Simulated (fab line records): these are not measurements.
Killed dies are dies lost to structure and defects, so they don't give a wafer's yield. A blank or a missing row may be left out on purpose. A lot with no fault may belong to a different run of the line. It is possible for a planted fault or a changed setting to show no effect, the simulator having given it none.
Which of the tools did it? -- flow gf180mcu -- 6 lots with 18 wafers sampled at 4 steps, on a route of 602 steps

WHAT EACH GAUGE READ, for each wafer
GF_TOP_METAL_CD_MEAS_14: target cd 440 nm.
lot,measured,on,cd nm (nm)
L745,day 29 03:45,cd sem-01,441.2 441.3 440.1
L750,day 30 10:48,cd sem-01,437.1 438.5 436.7
L753,day 31 08:59,cd sem-01,438.0 440.1 438.3
L758,day 32 17:58,cd sem-02,438.3 438.3 438.6
L763,day 33 22:29,cd sem-02,461.5 461.7 462.7
L764,day 34 09:13,cd sem-02,438.5 438.4 441.0

EACH LOT AND THE TOOL THAT RAN IT (in order: tool; ch and the chambers of the sampled wafers; start)
lot,GF_MIM_SPUTTER_02,GF_MIM_SPUTTER_04,GF_TOP_METAL_EXPOSE_11
L745,"pvd sputter-03, day 25 15:05","pvd sputter-03, day 25 15:08","iline stepper-02 ch 0, day 28 18:52"
L750,"pvd sputter-01, day 27 03:09","pvd sputter-01, day 27 03:12","iline stepper-02 ch 0, day 30 01:07"
L753,"pvd sputter-02, day 28 03:33","pvd sputter-02, day 28 03:36","iline stepper-02 ch 0, day 30 23:47"
L758,"pvd sputter-01, day 29 17:10","pvd sputter-01, day 29 17:13","iline stepper-02 ch 0, day 32 09:46"
L763,"pvd sputter-02, day 31 01:33","pvd sputter-02, day 31 01:36","iline stepper-02 ch 0, day 33 15:28"
L764,"pvd sputter-03, day 31 13:05","pvd sputter-03, day 31 13:08","iline stepper-01 ch 0, day 34 01:43"
- GF_MIM_SPUTTER_02: material AlCu, target thk 450 nm, time 23.9 s.
- GF_MIM_SPUTTER_04: material TiN, target thk 50 nm, time 41.7 s.
- GF_TOP_METAL_EXPOSE_11: exposes mask MetalTop, target cd 440 nm.

THE ANSWER, worked out from the rows above alone
Rule: the usual values come from the lots themselves. The widest of any qualifying gaps counts: lots, ordered by their means at a reading, are off when they make up no more than a third of the lots, leave a main group of 4 or more, and stand apart from it by 3 or more times the standard deviation of that group's means. A main group is skipped when, at the precision printed for the reading in the tables above, its means are all equal. Also off: a lot with no number at a reading for which 4 or more lots have one. Any other lot the step has rows for is counted as sound.
Off, at GF_TOP_METAL_CD_MEAS_14 on cd nm: L763. For the main group the mean is 439.0 nm and the standard deviation 1.1.
A tool fits if, at a process step before that reading, it ran every lot that is off, and no sound lot after the first of them. Those tools and the gauges at GF_TOP_METAL_CD_MEAS_14 are tried in the same way. 2 tools fit, pvd sputter-02 at GF_MIM_SPUTTER_02 and GF_MIM_SPUTTER_04 and iline stepper-02 at GF_TOP_METAL_EXPOSE_11, so this cannot tell which one it is.

WHAT THE SIMULATOR HAD INSERTED
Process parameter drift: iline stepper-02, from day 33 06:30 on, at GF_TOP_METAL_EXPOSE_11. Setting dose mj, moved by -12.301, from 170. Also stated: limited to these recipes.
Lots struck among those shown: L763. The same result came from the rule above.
